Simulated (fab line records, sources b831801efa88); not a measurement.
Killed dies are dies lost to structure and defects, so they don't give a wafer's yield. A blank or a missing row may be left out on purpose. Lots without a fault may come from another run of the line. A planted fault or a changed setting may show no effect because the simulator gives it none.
fab line records | flow sky130 | part 1 of 2: steps 1 to 29 of 42
record lots=5 wafers=15 last_day=48
route steps=708 shown CONTACT@425 METAL1@434 VIA1@458
lots that met no fault: from a run of the same line without faults
start_h: hours from the record's first day to the start of the lot's first wafer shown | wait_h: hours since the lot's step before | " the same as in the row above | L1.1+2: a row that stands for several wafers | - no value, or no start given | * or withheld: withheld | < > ~ a bound
route shown NAME@n: a module of which the file shows steps, and the number in the route of the first | usual: mean/standard deviation of fault-free wafers | same: alike in all rows | chamber/n: place in a boat | sites: the reading at each site | _std_site: their standard deviation | _edge_site: outer sites' mean less inner sites' | radius_mm: how far each site lies from the wafer's centre | mask NAME#n: copy n | behind: the tool/chamber that last shaped the wafer | hold: why the lot was held/for how many hours/how that ended | device: the transistor (n, p or np) that didn't switch | end of line: the same wafers' tests at the end of the route | a step without rows: its recipe alone | killed: dies lost to structure and defects at the first sort, not the wafer's yield | map: a wafer's dies, x killed, . not, _ none there
set.NAME: the setting as run; set.NAME@STEP: as run at that earlier step | model.NAME: the simulator's own value behind a step, which no gauge read
lots at some steps of the route; a table a step, a row a wafer
services: from which hour (start_h, from the record's first day; less than 0 if before it) a tool's chamber was out of use, for how many hours, and why
## steps
# step SKY_CONTACT_STRIP_19
# recipe chemistry=O2/N2 power_w=1400 pressure_mtorr=1500 platen_temp_c=withheld o2_flow_sccm=3000 n2_flow_sccm=300 overash_fraction=0.5
# usual drypump_motor_current_A=5.8/0.38 oes_product_au=0.381/0.0047 strip_time_to_endpoint_s=3.613/0.023
# columns lot.wafer tool chamber start_h wait_h drypump_motor_current_A oes_product_au rf_hours_counter_h strip_time_to_endpoint_s
L078.1 plasma_asher-03 1 756.44 - 6.0 0.378 1 3.668
L078.2 " 0 " " 6.0 0.383 1 3.645
L078.3 " 1 " " 6.0 0.384 - 3.641
L079.2 plasma_asher-02 1 793.90 - 5.5 0.383 35 3.632
L079.4 " 0 " " 5.2 0.378 - 3.594
L079.6 " 1 " " 5.5 0.377 - 3.581
L083.1 plasma_asher-02 0 802.45 - 5.2 0.381 37 3.598
L083.3 " 0 " " 5.2 0.386 - 3.633
L083.6 " 1 " " 5.5 0.381 - 3.621
L084.3 plasma_asher-03 0 810.47 - 6.0 0.380 - 3.620
L084.4 " 1 " " 6.0 0.381 - 3.623
L084.6 " 1 " " 6.0 0.385 - 3.619
L089.1 plasma_asher-03 0 856.20 - 6.0 0.383 12 3.614
L089.5 " 1 " " 6.0 0.373 - 3.630
L089.6 " 0 " " 6.0 0.381 - 3.607
# step SKY_CONTACT_STRIP_20
# recipe chemistry=post_etch_residue_remover time_s=1200 temp_c=72.5
# columns lot.wafer tool chamber start_h wait_h
L078.1+2+3 wet_bench-02 1 756.54 0.1
L079.2+4+6 wet_bench-04 0 794.00 0.1
L083.1+3+6 wet_bench-02 1 802.55 0.1
L084.3+4+6 wet_bench-04 1 810.54 0.0
L089.1+5+6 wet_bench-04 2 856.30 0.1
# step SKY_CONTACT_CLEAN_21
# recipe chemistry=IPA time_s=180 temp_c=25
# columns lot.wafer tool chamber start_h wait_h
L078.1+2+3 wet_bench-03 3 756.88 0.0
L079.2+4+6 wet_bench-02 2 794.34 0.0
L083.1+3+6 wet_bench-04 2 802.92 0.0
L084.3+4+6 wet_bench-03 3 810.88 0.0
L089.1+5+6 wet_bench-02 0 856.67 0.0
# step SKY_CONTACT_CLEAN_22
# recipe chemistry=O3/DIW dry=n2_spin
# columns lot.wafer tool chamber start_h wait_h
L078.1+2+3 wet_bench-02 1 756.97 0.0
L079.2+4+6 wet_bench-03 1 794.40 0.0
L083.1+3+6 wet_bench-03 2 802.98 0.0
L084.3+4+6 wet_bench-02 0 810.94 0.0
L089.1+5+6 wet_bench-03 2 856.73 0.0
# step SKY_CONTACT_SPUTTER_23
# recipe material=TiN target_thk_nm=20 chamber_pressure_pa=5 power_w=4000 time_s=80
# usual throttle_valve_pct=30.2/1.4
# columns lot.wafer tool chamber start_h wait_h throttle_valve_pct
L078.1 pvd_sputter-01 - 757.06 0.0 30.9
L078.2 " - " " 29.1
L078.3 " - " " 28.3
L079.2 pvd_sputter-01 - 794.60 0.0 29.3
L079.4 " - " " 28.9
L079.6 " - " " 31.2
L083.1 pvd_sputter-01 - 803.07 0.0 29.3
L083.3 " - " " 31.0
L083.6 " - " " 28.8
L084.3 pvd_sputter-03 - 811.04 0.0 32.1
L084.4 " - " " 29.0
L084.6 " - " " 29.3
L089.1 pvd_sputter-04 - 856.83 0.0 30.6
L089.5 " - " " 28.8
L089.6 " - " " 30.9
# step SKY_CONTACT_CVD_24
# recipe material=W target_thk_nm=340 time_s=102.12 temp_c=400 pressure_torr=40
# usual chamber_pressure_Torr=39.98/0.087 heater_power_w=860/55
# columns lot.wafer tool chamber start_h wait_h chamber_pressure_Torr heater_power_w
L078.1 cvd_w-01 1 757.12 0.0 40.02 805
L078.2 " 0 " " 40.03 837
L078.3 " 1 " " 40.08 796
L079.2 cvd_w-02 1 794.66 0.0 40.06 940
L079.4 " 1 " " 39.95 929
L079.6 " 1 " " 40.06 916
L083.1 cvd_w-02 0 803.13 0.0 39.92 881
L083.3 " 0 " " 39.92 871
L083.6 " 0 " " 40.01 872
L084.3 cvd_w-02 0 811.14 0.1 40.05 869
L084.4 " 1 " " 39.75 942
L084.6 " 0 " " 39.87 888
L089.1 cvd_w-01 1 856.89 0.0 40.15 816
L089.5 " 1 " " 39.90 805
L089.6 " 0 " " 40.06 799
# step SKY_CONTACT_RS_MEAS_25
# recipe thk_meas_gauge=four-point-probe reads=W_of_CONTACT_CVD_24+TiN_of_CONTACT_SPUTTER_23
# usual CONTACT_W_RS=0.337/0.0047
# columns lot.wafer tool chamber start_h wait_h CONTACT_W_RS[ohm/sq]
L078.1 film_metro-04 - 757.23 0.1 0.330
L078.2 " - " " 0.341
L078.3 " - " " 0.328
L079.2 film_metro-03 - 794.79 0.1 0.342
L079.4 " - " " 0.339
L079.6 " - " " 0.336
L083.1 film_metro-02 - 803.24 0.1 0.344
L083.3 " - " " 0.342
L083.6 " - " " 0.341
L084.3 film_metro-04 - 811.25 0.1 0.342
L084.4 " - " " 0.340
L084.6 " - " " 0.345
L089.1 film_metro-04 - 857.00 0.1 0.325
L089.5 " - " " 0.331
L089.6 " - " " 0.336
# step SKY_CONTACT_THK_MEAS_26
# recipe thk_meas_gauge=xrf reads=W_of_CONTACT_CVD_24
# usual CONTACT_W_THK=352/6.7
# columns lot.wafer tool chamber start_h wait_h CONTACT_W_THK[nm]
L078.1 film_metro-04 - 757.35 0.1 362
L078.2 " - " " 348
L078.3 " - " " 369
L079.2 film_metro-03 - 794.90 0.1 346
L079.4 " - " " 347
L079.6 " - " " 351
L083.1 film_metro-02 - 803.36 0.1 337
L083.3 " - " " 338
L083.6 " - " " 341
L084.3 film_metro-04 - 811.35 0.1 345
L084.4 " - " " 349
L084.6 " - " " 344
L089.1 film_metro-04 - 857.12 0.1 367
L089.5 " - " " 360
L089.6 " - " " 356
# step SKY_CONTACT_CMP_27
# recipe stop_on=SiO2 t_overpolish_s=15 down_force_psi=3.5 platen_rpm=60 target_thk_nm=0 pad_velocity_m_s=0.94248
# usual motor_current_A=11.3/1.1 overpolish_run_s=15.000/0.0095 time_to_endpoint_s=82/3.4
# columns lot.wafer tool chamber start_h wait_h motor_current_A overpolish_run_s time_to_endpoint_s
L078.3 cmp-02 0 757.41 0.0 12.4 15.005 82
L078.2 " 2 " " 11.2 15.007 81
L078.1 " 3 " " 11.6 14.998 85
L079.4 cmp-01 1 795.00 0.1 10.7 15.006 82
L079.2 " 3 " " 12.9 15.001 79
L079.6 " 1 " " 11.5 15.004 82
L083.1 cmp-01 0 803.47 0.1 10.1 14.992 82
L083.3 " 2 " " 10.6 14.995 83
L083.6 " 3 " " 13.2 15.008 77
L084.3 cmp-02 2 811.44 0.1 12.1 14.993 78
L084.4 " 3 " " 11.2 14.993 80
L084.6 " 1 " " 9.9 15.007 79
L089.1 cmp-01 3 857.23 0.1 12.6 14.999 82
L089.5 " 2 " " 9.8 14.991 83
L089.6 " 3 " " 12.8 15.007 80
# step SKY_METAL1_SPUTTER_00
# recipe material=Ti target_thk_nm=15 power_w=3000 time_s=10 chamber_pressure_pa=0.4
# usual throttle_valve_pct=30.0/1.1
# columns lot.wafer tool chamber start_h wait_h throttle_valve_pct
L078.1 pvd_sputter-02 - 757.71 0.1 28.7
L078.2 " - " " 30.0
L078.3 " - " " 30.8
L079.2 pvd_sputter-02 - 795.25 0.1 28.8
L079.4 " - " " 30.4
L079.6 " - " " 30.5
L083.1 pvd_sputter-03 - 803.72 0.2 29.2
L083.3 " - " " 30.5
L083.6 " - " " 31.9
L084.3 pvd_sputter-02 - 811.69 0.2 28.9
L084.4 " - " " 30.4
L084.6 " - " " 30.3
L089.1 pvd_sputter-02 - 857.48 0.2 30.0
L089.5 " - " " 30.3
L089.6 " - " " 30.7
# step SKY_METAL1_SPUTTER_01
# recipe material=TiN target_thk_nm=20 power_w=6500 time_s=16.7 chamber_pressure_pa=0.4
# usual throttle_valve_pct=30.0/1
# columns lot.wafer tool chamber start_h wait_h throttle_valve_pct
L078.1 pvd_sputter-02 - 757.74 0.0 28.6
L078.2 " - " " 30.4
L078.3 " - " " 30.6
L079.2 pvd_sputter-02 - 795.27 0.0 29.0
L079.4 " - " " 30.4
L079.6 " - " " 30.5
L083.1 pvd_sputter-03 - 803.75 0.0 29.2
L083.3 " - " " 30.9
L083.6 " - " " 32.1
L084.3 pvd_sputter-02 - 811.71 0.0 28.8
L084.4 " - " " 30.2
L084.6 " - " " 30.2
L089.1 pvd_sputter-02 - 857.50 0.0 30.2
L089.5 " - " " 30.3
L089.6 " - " " 30.4
# step SKY_METAL1_SPUTTER_02
# recipe material=AlCu target_thk_nm=250 power_w=10600 time_s=13.3 chamber_pressure_pa=0.4
# usual throttle_valve_pct=30.0/1
# columns lot.wafer tool chamber start_h wait_h throttle_valve_pct
L078.1 pvd_sputter-02 - 757.76 0.0 28.9
L078.2 " - " " 30.3
L078.3 " - " " 30.6
L079.2 pvd_sputter-02 - 795.30 0.0 29.0
L079.4 " - " " 30.2
L079.6 " - " " 30.2
L083.1 pvd_sputter-03 - 803.77 0.0 29.1
L083.3 " - " " 30.8
L083.6 " - " " 32.1
L084.3 pvd_sputter-02 - 811.74 0.0 28.7
L084.4 " - " " 30.0
L084.6 " - " " 30.3
L089.1 pvd_sputter-02 - 857.53 0.0 30.5
L089.5 " - " " 30.0
L089.6 " - " " 30.7
# step SKY_METAL1_SPUTTER_03
# recipe material=Ti target_thk_nm=5 power_w=3000 time_s=3.3 chamber_pressure_pa=0.4
# usual throttle_valve_pct=30.0/1
# columns lot.wafer tool chamber start_h wait_h throttle_valve_pct
L078.1 pvd_sputter-02 - 757.79 0.0 28.7
L078.2 " - " " 30.4
L078.3 " - " " 30.7
L079.2 pvd_sputter-02 - 795.32 0.0 28.7
L079.4 " - " " 30.1
L079.6 " - " " 30.2
L083.1 pvd_sputter-03 - 803.80 0.0 29.1
L083.3 " - " " 30.7
L083.6 " - " " 31.9
L084.3 pvd_sputter-02 - 811.76 0.0 29.0
L084.4 " - " " 30.4
L084.6 " - " " 30.4
L089.1 pvd_sputter-02 - 857.55 0.0 30.1
L089.5 " - " " 30.1
L089.6 " - " " 30.4
# step SKY_METAL1_SPUTTER_04
# recipe material=TiN target_thk_nm=70 power_w=6500 time_s=58.3 chamber_pressure_pa=0.4
# usual throttle_valve_pct=30.0/1.1
# columns lot.wafer tool chamber start_h wait_h throttle_valve_pct
L078.1 pvd_sputter-02 - 757.81 0.0 28.9
L078.2 " - " " 30.3
L078.3 " - " " 30.7
L079.2 pvd_sputter-02 - 795.34 0.0 28.7
L079.4 " - " " 30.4
L079.6 " - " " 30.6
L083.1 pvd_sputter-03 - 803.81 0.0 29.3
L083.3 " - " " 30.9
L083.6 " - " " 32.2
L084.3 pvd_sputter-02 - 811.78 0.0 28.8
L084.4 " - " " 30.5
L084.6 " - " " 30.5
L089.1 pvd_sputter-02 - 857.57 0.0 30.1
L089.5 " - " " 30.4
L089.6 " - " " 30.5
# step SKY_METAL1_RS_MEAS_05
# recipe thk_meas_gauge=four-point-probe reads=TiN_of_METAL1_SPUTTER_04+Ti_of_METAL1_SPUTTER_03+AlCu_of_METAL1_SPUTTER_02+TiN_of_METAL1_SPUTTER_01+Ti_of_METAL1_SPUTTER_00
# usual METAL1_ALCU_RS=0.1263/0.0015
# columns lot.wafer tool chamber start_h wait_h METAL1_ALCU_RS[ohm/sq]
L078.1 film_metro-02 - 757.85 0.0 0.1266
L078.2 " - " " 0.1253
L078.3 " - " " 0.1273
L079.2 film_metro-01 - 795.41 0.0 0.1256
L079.4 " - " " 0.1254
L079.6 " - " " 0.1253
L083.1 film_metro-02 - 803.86 0.0 0.1263
L083.3 " - " " 0.1246
L083.6 " - " " 0.1247
L084.3 film_metro-01 - 811.87 0.1 0.1291
L084.4 " - " " 0.1286
L084.6 " - " " 0.1294
L089.1 film_metro-01 - 857.62 0.0 0.1253
L089.5 " - " " 0.1250
L089.6 " - " " 0.1265
# step SKY_METAL1_THK_MEAS_06
# recipe thk_meas_gauge=xrf reads=AlCu_of_METAL1_SPUTTER_02
# usual METAL1_ALCU_THK=248/3.2
# columns lot.wafer tool chamber start_h wait_h METAL1_ALCU_THK[nm]
L078.1 film_metro-02 - 757.97 0.1 248
L078.2 " - " " 249
L078.3 " - " " 244
L079.2 film_metro-01 - 795.52 0.1 249
L079.4 " - " " 251
L079.6 " - " " 252
L083.1 film_metro-02 - 803.98 0.1 248
L083.3 " - " " 249
L083.6 " - " " 252
L084.3 film_metro-01 - 811.97 0.1 244
L084.4 " - " " 245
L084.6 " - " " 244
L089.1 film_metro-01 - 857.74 0.1 249
L089.5 " - " " 252
L089.6 " - " " 246
# step SKY_METAL1_DEHYDRATE_07
# recipe temp_c=200 time_s=60
# columns lot.wafer tool chamber start_h wait_h
L078.1+2+3 litho_track-01 0 770.74 12.8
L079.2+4+6 litho_track-01 0 808.52 13.0
L083.1+3+6 litho_track-02 0 817.11 13.1
L084.3+4+6 litho_track-04 0 825.29 13.3
L089.1+5+6 litho_track-01 0 870.49 12.7
# step SKY_METAL1_HMDS_08
# recipe prime_time_s=60 prime_temp_c=120
# columns lot.wafer tool chamber start_h wait_h
L078.1+2+3 litho_track-01 0 770.89 0.1
L079.2+4+6 litho_track-01 0 808.67 0.1
L083.1+3+6 litho_track-02 0 817.26 0.1
L084.3+4+6 litho_track-04 0 825.44 0.1
L089.1+5+6 litho_track-01 0 870.64 0.1
# step SKY_METAL1_COAT_09
# recipe resist=BARC temp_c=withheld time_s=withheld spin_rpm=3000 resist_thk_nm=60
# columns lot.wafer tool chamber start_h wait_h
L078.1+2+3 litho_track-01 0 771.04 0.1
L079.2+4+6 litho_track-01 0 808.82 0.1
L083.1+3+6 litho_track-02 0 817.41 0.1
L084.3+4+6 litho_track-04 0 825.59 0.1
L089.1+5+6 litho_track-01 0 870.79 0.1
# step SKY_METAL1_COAT_10
# recipe resist=KrF-thick spin_rpm=3000 resist_thk_nm=450
# columns lot.wafer tool chamber start_h wait_h
L078.1+2+3 litho_track-01 0 - -
L079.2+4+6 litho_track-01 0 - -
L083.1+3+6 litho_track-02 0 - -
L084.3+4+6 litho_track-04 0 - -
L089.1+5+6 litho_track-01 0 - -
# step SKY_METAL1_SOFTBAKE_11
# recipe temp_c=100 time_s=90 resist=KrF-thick
# columns lot.wafer tool chamber start_h wait_h
L078.1+2+3 litho_track-01 0 - -
L079.2+4+6 litho_track-01 0 - -
L083.1+3+6 litho_track-02 0 - -
L084.3+4+6 litho_track-04 0 - -
L089.1+5+6 litho_track-01 0 - -
# step SKY_METAL1_EXPOSE_12
# recipe mask_id=MM1 na=0.8 source_shape=annular sigma_inner=0.55 sigma_outer=0.85 target_cd_nm=140 dose_mj=28
# columns lot.wafer tool chamber start_h wait_h mask
L078.1+2+3 krf_scanner-02 0 - - MM1#0
L079.2+4+6 krf_scanner-02 0 - - MM1#0
L083.1+3+6 krf_scanner-01 0 - - MM1#0
L084.3+4+6 krf_scanner-01 0 - - MM1#0
L089.1+5+6 krf_scanner-01 0 - - MM1#0
# step SKY_METAL1_PEB_13
# recipe peb_temp_c=withheld peb_time_s=withheld resist=KrF-thick
# columns lot.wafer tool chamber start_h wait_h
L078.1+2+3 litho_track-01 0 - -
L079.2+4+6 litho_track-02 0 - -
L083.1+3+6 litho_track-02 0 - -
L084.3+4+6 litho_track-04 0 - -
L089.1+5+6 litho_track-04 0 - -
# step SKY_METAL1_DEVELOP_14
# recipe develop_time_s=60 resist=KrF-thick dev_temp_c=21
# columns lot.wafer tool chamber start_h wait_h
L078.1+2+3 litho_track-01 0 - -
L079.2+4+6 litho_track-02 0 - -
L083.1+3+6 litho_track-02 0 - -
L084.3+4+6 litho_track-04 0 - -
L089.1+5+6 litho_track-04 0 - -
# step SKY_METAL1_CD_MEAS_15
# recipe target_cd_nm=140
# usual cd_nm=140.1/1.3
# columns lot.wafer tool chamber start_h wait_h cd_nm
L078.1 cd_sem-02 - 785.39 - 141.4
L078.2 " - " " 142.4
L078.3 " - " " 141.1
L079.2 cd_sem-01 - 822.63 - 141.8
L079.4 " - " " 142.1
L079.6 " - " " 141.8
L083.1 cd_sem-01 - 830.96 - 139.0
L083.3 " - " " 140.6
L083.6 " - " " 140.5
L084.3 cd_sem-01 - 839.53 - 139.8
L084.4 " - " " 139.7
L084.6 " - " " 139.7
L089.1 cd_sem-02 - 883.79 - 139.7
L089.5 " - " " 141.4
L089.6 " - " " 139.5
# step SKY_METAL1_OVL_MEAS_16
# usual METAL1_OVL=0/6
# columns lot.wafer tool chamber start_h wait_h METAL1_OVL[nm]
L078.1 overlay-01 - 785.51 0.1 -1
L078.2 " - " " 1
L078.3 " - " " 2
L079.2 overlay-02 - 822.74 0.1 8
L079.4 " - " " 11
L079.6 " - " " 10
L083.1 overlay-01 - 831.08 0.1 -2
L083.3 " - " " -1
L083.6 " - " " 4
L084.3 overlay-02 - 839.62 0.1 0
L084.4 " - " " -5
L084.6 " - " " -1
L089.1 overlay-01 - 883.91 0.1 1
L089.5 " - " " -1
L089.6 " - " " -5
# step SKY_METAL1_DESCUM_17
# recipe chemistry=O2 source_power_w=150 bias_power_w=0 pressure_mtorr=10 temp_c=40 time_s=8
# usual drypump_motor_current_A=5.7/0.53 oes_product_au=0.997/0.009
# columns lot.wafer tool chamber start_h wait_h drypump_motor_current_A oes_product_au rf_hours_counter_h
L078.1 rie_metal-04 0 785.55 0.0 6.0 1.000 10
L078.2 " 1 " " 6.0 1.011 4
L078.3 " 0 " " 6.0 0.990 -
L079.2 rie_metal-02 1 822.78 0.0 5.5 1.005 -
L079.4 " 1 " " 5.5 1.007 -
L079.6 " 1 " " 5.5 1.001 -
L083.1 rie_metal-03 0 831.12 0.0 5.6 1.000 3
L083.3 " 0 " " 5.6 1.004 -
L083.6 " 1 " " 4.7 0.996 -
L084.3 rie_metal-02 1 839.66 0.0 5.5 0.999 -
L084.4 " 1 " " 5.5 1.001 -
L084.6 " 1 " " 5.5 0.999 -
L089.1 rie_metal-03 0 883.94 0.0 5.6 0.989 5
L089.5 " 1 " " 4.7 0.989 -
L089.6 " 0 " " 5.6 0.994 -
# step SKY_METAL1_ETCH_18
# recipe chemistry=N2/H2 target=BARC ion_energy_ev=200 bias_w=100 pressure_mtorr=30 n2_flow_sccm=100 h2_flow_sccm=200 icp_w=500 stop_on=SiO2 time_s=45.9 target_depth_a=600
# usual drypump_motor_current_A=5.7/0.53 oes_product_au=0.853/0.0053 throttle_valve_pct=13.225/0.0082
# columns lot.wafer tool chamber start_h wait_h drypump_motor_current_A oes_product_au rf_hours_counter_h throttle_valve_pct
L078.1 rie_metal-04 0 785.58 0.0 6.0 0.842 10 13.226
L078.2 " 1 " " 6.0 0.857 4 13.219
L078.3 " 0 " " 6.0 0.858 - 13.217
L079.2 rie_metal-02 1 822.85 0.1 5.5 0.855 - 13.230
L079.4 " 1 " " 5.5 0.859 - 13.221
L079.6 " 1 " " 5.5 0.851 - 13.236
L083.1 rie_metal-03 0 831.15 0.0 5.7 0.858 3 13.226
L083.3 " 0 " " 5.7 0.856 - 13.216
L083.6 " 1 " " 4.7 0.847 - 13.228
L084.3 rie_metal-02 1 839.75 0.1 5.5 0.856 - 13.227
L084.4 " 1 " " 5.5 0.856 - 13.223
L084.6 " 1 " " 5.5 0.848 - 13.238
L089.1 rie_metal-03 0 883.97 0.0 5.6 0.851 5 13.215
L089.5 " 1 " " 4.7 0.849 - 13.209
L089.6 " 0 " " 5.6 0.854 - 13.219
# step SKY_METAL1_METAL_ETCH_19
# recipe target_depth_a=3600 stop_on=SiO2 over_etch_frac=0.3 time_s=78 chemistry=Cl2/BCl3 resist_sidewall_deg=88 pressure_mtorr=10 icp_w=900 bias_w=48.5 Cl2_flow_sccm=60 bcl3_flow_sccm=30
# usual drypump_motor_current_A=5.7/0.53 oes_product_au=0.855/0.0058 throttle_valve_pct=22.264/0.0092
# columns lot.wafer tool chamber start_h wait_h drypump_motor_current_A oes_product_au rf_hours_counter_h throttle_valve_pct
L078.1 rie_metal-04 0 785.64 0.0 6.0 0.856 10 22.254
L078.2 " 1 " " 6.0 0.851 4 22.269
L078.3 " 0 " " 6.0 0.852 - 22.259
L079.2 rie_metal-02 1 822.99 0.1 5.5 0.854 - 22.261
L079.4 " 1 " " 5.5 0.847 - 22.256
L079.6 " 1 " " 5.5 0.862 - 22.285
L083.1 rie_metal-03 0 831.21 0.0 5.6 0.859 3 22.274
L083.3 " 0 " " 5.6 0.859 - 22.252
L083.6 " 1 " " 4.7 0.861 - 22.271
L084.3 rie_metal-02 1 839.89 0.1 5.4 0.850 - 22.276
L084.4 " 1 " " 5.4 0.856 - 22.264
L084.6 " 1 " " 5.5 0.848 - 22.255
L089.1 rie_metal-03 0 884.04 0.0 5.6 0.862 5 22.254
L089.5 " 1 " " 4.7 0.861 - 22.291
L089.6 " 0 " " 5.6 0.858 - 22.260
